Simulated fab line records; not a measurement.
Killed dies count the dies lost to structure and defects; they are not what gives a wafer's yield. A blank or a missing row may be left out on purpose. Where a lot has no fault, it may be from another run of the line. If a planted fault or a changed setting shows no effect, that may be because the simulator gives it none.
The tool behind it: which one? + flow sky130 + Sampling: 11 lots, 33 wafers, 5 of 708 route steps

WHAT THE GAUGES SHOWED, per wafer
SKY_LDD_LDN_TW_MEAS_13. Usual: for LDD_LDN_TW the level is 1490 and the standard deviation is 17.
| lot  | measured     | on           | LDD_LDN_TW     | flag |
|------|--------------|--------------|----------------|------|
| L691 | day 23 00:27 | filmMetro-04 | 1479 1480 1475 |      |
| L692 | day 23 20:16 | filmMetro-02 | 1516 1511 1514 |      |
| L694 | day 24 11:29 | filmMetro-03 | 1469 1461 1467 |      |
| L695 | day 24 17:23 | filmMetro-02 | 1518 1533 1523 |      |
| L696 | day 25 10:10 | filmMetro-03 | 1483 1475 1479 |      |
| L698 | day 25 22:54 | filmMetro-02 | 1505 1510 1502 |      |
| L699 | day 26 08:54 | filmMetro-04 | 1488 1485 1484 |      |
| L705 | day 28 03:27 | filmMetro-04 | 1479 1493 1489 |      |
| L707 | day 28 20:08 | filmMetro-02 | 1512 1508 1512 |      |
| L712 | day 30 11:28 | filmMetro-03 | 1478 1477 1469 |      |
| L713 | day 30 14:18 | filmMetro-03 | 1474 1482 1475 |      |

SKY_RES_XHIGH_TW_MEAS_09. Usual: for RES_XHIGH_TW the level is 1652 and the standard deviation is 21.
| lot  | measured     | on           | RES_XHIGH_TW   | flag |
|------|--------------|--------------|----------------|------|
| L691 | day 26 18:33 | filmMetro-02 | 1672 1665 1671 |      |
| L692 | day 27 13:39 | filmMetro-01 | 1632 1634 1631 |      |
| L694 | day 28 03:58 | filmMetro-01 | 1633 1622 1635 |      |
| L695 | day 28 09:46 | filmMetro-01 | 1625 1625 1623 |      |
| L696 | day 29 02:16 | filmMetro-02 | 1691 1685 1686 |      |
| L698 | day 29 15:52 | filmMetro-04 | 1624 1638 1632 |      |
| L699 | day 30 00:15 | filmMetro-02 | 1672 1675 1680 |      |
| L705 | day 31 16:14 | filmMetro-04 | 1556 1558 1564 | OFF  |
| L707 | day 32 07:16 | filmMetro-02 | 1574 1572 1570 | OFF  |
| L712 | day 33 22:19 | filmMetro-01 | 1640 1636 1643 |      |
| L713 | day 34 00:09 | filmMetro-01 | 1626 1624 1629 |      |

SKY_SD_N_RS_MEAS_18: uses a four-point probe to measure. Usual: for RES_XHIGH_RS the level is 333.7 ohm/sq and the standard deviation is 0.97.
| lot  | measured     | on           | RES_XHIGH_RS (ohm/sq) | flag |
|------|--------------|--------------|-----------------------|------|
| L691 | day 28 00:35 | filmMetro-04 | 334.7 335.3 333.7     |      |
| L692 | day 28 18:01 | filmMetro-01 | 334.3 335.0 335.9     |      |
| L694 | day 29 08:52 | filmMetro-04 | 333.7 332.6 334.3     |      |
| L695 | day 29 13:11 | filmMetro-04 | 334.5 334.8 335.1     |      |
| L696 | day 30 07:04 | filmMetro-01 | 333.8 334.0 334.0     |      |
| L698 | day 30 20:13 | filmMetro-04 | 334.2 335.5 335.8     |      |
| L699 | day 31 04:09 | filmMetro-04 | 333.9 333.2 332.8     |      |
| L705 | day 32 19:17 | filmMetro-04 | 386.1 386.9 387.0     | OFF  |
| L707 | day 33 10:50 | filmMetro-01 | 387.1 385.7 385.6     | OFF  |
| L712 | day 35 01:21 | filmMetro-02 | 333.6 332.2 333.7     |      |
| L713 | day 35 03:08 | filmMetro-04 | 332.3 332.5 330.4     |      |

WHAT TOOL EACH LOT RAN ON (gives the tool, then ch and the chambers of the sampled wafers, and finally the start)
| lot  | SKY_RES_XHIGH_IMPLANT_07        | SKY_RES_XHIGH_STRIP_08              |
|------|---------------------------------|-------------------------------------|
| L691 | implanter-02 ch 0, day 26 18:18 | plasmaAsher-04 ch 1, day 26 18:27   |
| L692 | implanter-01 ch 0, day 27 13:25 | plasmaAsher-02 ch 0,1, day 27 13:32 |
| L694 | implanter-02 ch 0, day 28 03:43 | plasmaAsher-02 ch 0,1, day 28 03:51 |
| L695 | implanter-02 ch 0, day 28 09:29 | plasmaAsher-02 ch 0,1, day 28 09:38 |
| L696 | implanter-02 ch 0, day 29 02:02 | plasmaAsher-03 ch 0,1, day 29 02:11 |
| L698 | implanter-02 ch 0, day 29 15:38 | plasmaAsher-04 ch 0,1, day 29 15:47 |
| L699 | implanter-01 ch 0, day 30 00:00 | plasmaAsher-03 ch 1, day 30 00:09   |
| L705 | implanter-02 ch 0, day 31 15:59 | plasmaAsher-03 ch 0,1, day 31 16:08 |
| L707 | implanter-02 ch 0, day 32 07:01 | plasmaAsher-02 ch 0,1, day 32 07:10 |
| L712 | implanter-01 ch 0, day 33 22:05 | plasmaAsher-04 ch 0,1, day 33 22:13 |
| L713 | implanter-01 ch 0, day 33 23:54 | plasmaAsher-02 ch 0,1, day 34 00:03 |
- SKY_RES_XHIGH_IMPLANT_07
- SKY_RES_XHIGH_STRIP_08: strips in O2/N2.

WHAT THE TOOLS THEMSELVES READ (means of the sampled wafers that have a number; where no wafer has one, the mark that the record gives instead)
SKY_RES_XHIGH_STRIP_08. Usual: drypumpMotorCurrentA 5.8 A, standard deviation 0.51; oesProductAu 0.711 a.u., standard deviation 0.005; stripTimeToEndpointS 14.27 s, standard deviation 0.043.
| lot  | tool           | drypumpMotorCurrentA (A) | oesProductAu (a.u.) | stripTimeToEndpointS (s) | flag |
|------|----------------|--------------------------|---------------------|--------------------------|------|
| L691 | plasmaAsher-04 | 5.4                      | 0.714               | 14.23                    |      |
| L692 | plasmaAsher-02 | 5.9                      | 0.715               | 14.24                    |      |
| L694 | plasmaAsher-02 | 6.1                      | 0.715               | 14.31                    |      |
| L695 | plasmaAsher-02 | 6.1                      | 0.713               | 14.31                    |      |
| L696 | plasmaAsher-03 | 5.3                      | 0.710               | 14.23                    |      |
| L698 | plasmaAsher-04 | 5.7                      | 0.714               | 14.20                    |      |
| L699 | plasmaAsher-03 | 4.7                      | 0.714               | 14.30                    |      |
| L705 | plasmaAsher-03 | 5.0                      | 0.719               | 14.14                    | OFF  |
| L707 | plasmaAsher-02 | 6.1                      | 0.719               | 14.15                    |      |
| L712 | plasmaAsher-04 | 5.7                      | 0.711               | 14.27                    |      |
| L713 | plasmaAsher-02 | 5.9                      | 0.710               | 14.27                    |      |

THE ANSWER, worked out from the rows above alone
Rule: take the mean of a lot's wafers that have a number; if it is more than 3 standard deviations from the usual mean, the lot is off. Also off: a lot with no number at a reading for which 4 or more lots have one. Any other lot the step has rows for is counted as sound. After the gauges, taken in route order, come the tools' own readings; for these a lot's mean is taken, as printed above. At the first step where some lot is off, the reading lying furthest off is the one used; lots without a number count as furthest.
Off: at SKY_RES_XHIGH_TW_MEAS_09 (RES_XHIGH_TW), L705, L707.
If a tool, at a process step before that reading, ran all the lots that are off and no sound lot after the first of them, it fits. Gauges at SKY_RES_XHIGH_TW_MEAS_09: tried the same way as those tools. One fits: implanter-02 at SKY_RES_XHIGH_IMPLANT_07. A fault onset in the window from L698 (day 29 15:38, its last sound lot) to L705 (day 31 15:59, its first lot off) fits.

WHAT WAS PUT IN BY THE SIMULATOR
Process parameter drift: implanter-02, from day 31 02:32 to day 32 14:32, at SKY_RES_XHIGH_IMPLANT_07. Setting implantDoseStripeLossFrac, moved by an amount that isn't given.
Struck lots among those shown: L705, L707. Same finding as the rule above.
